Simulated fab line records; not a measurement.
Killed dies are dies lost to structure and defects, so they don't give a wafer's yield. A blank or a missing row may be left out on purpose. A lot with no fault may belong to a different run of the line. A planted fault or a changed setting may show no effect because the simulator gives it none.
Which of the tools did it? / flow gf180mcu / 6 lots, 18 wafers sampled, at 3 steps of a route of 602

WHAT EACH GAUGE READ, for each wafer
GF_TOP_METAL_THK_MEAS_06: measures by xrf.
lot=L301; measured=day 29 02:39; on=film_metro-03; TOP_METAL_ALCU_THK (nm)=878 881 881
lot=L305; measured=day 30 09:49; on=film_metro-03; TOP_METAL_ALCU_THK (nm)=885 884 886
lot=L307; measured=day 31 00:10; on=film_metro-01; TOP_METAL_ALCU_THK (nm)=922 914 899
lot=L312; measured=day 31 23:19; on=film_metro-02; TOP_METAL_ALCU_THK (nm)=885 899 901
lot=L315; measured=day 32 17:07; on=film_metro-02; TOP_METAL_ALCU_THK (nm)=908 890 914
lot=L318; measured=day 33 08:11; on=film_metro-03; TOP_METAL_ALCU_THK (nm)=884 877 891

EACH LOT AND THE TOOL THAT RAN IT (in order: tool; ch and the chambers of the sampled wafers; start)
lot=L301; GF_M3_SPUTTER_03=pvd_sputter-04, day 22 12:32; GF_M5_STRIP_11=plasma_asher-04 ch 0, day 28 04:41
lot=L305; GF_M3_SPUTTER_03=pvd_sputter-04, day 24 02:37; GF_M5_STRIP_11=plasma_asher-01 ch 0,1, day 29 12:41
lot=L307; GF_M3_SPUTTER_03=pvd_sputter-04, day 24 18:41; GF_M5_STRIP_11=plasma_asher-01 ch 0,1, day 30 02:49
lot=L312; GF_M3_SPUTTER_03=pvd_sputter-02, day 26 00:15; GF_M5_STRIP_11=plasma_asher-04 ch 0,1, day 31 03:23
lot=L315; GF_M3_SPUTTER_03=pvd_sputter-03, day 26 20:14; GF_M5_STRIP_11=plasma_asher-03 ch 0,1, day 31 20:11
lot=L318; GF_M3_SPUTTER_03=pvd_sputter-03, day 27 16:06; GF_M5_STRIP_11=plasma_asher-01 ch 0,1, day 32 13:01
- GF_M3_SPUTTER_03: material Ti, target thk 10 nm, time 6.7 s.
- GF_M5_STRIP_11: strips in O2/N2.

THE ANSWER, worked out from the rows above alone
Rule: what is usual is taken from the lots themselves. Put in order of their means at a reading, lots are off if they are a third of the lots or fewer, leave a main group of 4 or more, and stand apart from it by a gap of 3 or more times the standard deviation of the main group's means; of several such gaps the widest counts. The tables above print the reading to a certain number of digits; a main group whose means all agree to those digits is not used. A lot without any number at a reading at which 4 lots or more have one is off too. The other lots that the step has rows for count as sound.
No lot is off at any reading shown: from this, nothing can be told.

WHAT HAD BEEN PUT IN BY THE SIMULATOR
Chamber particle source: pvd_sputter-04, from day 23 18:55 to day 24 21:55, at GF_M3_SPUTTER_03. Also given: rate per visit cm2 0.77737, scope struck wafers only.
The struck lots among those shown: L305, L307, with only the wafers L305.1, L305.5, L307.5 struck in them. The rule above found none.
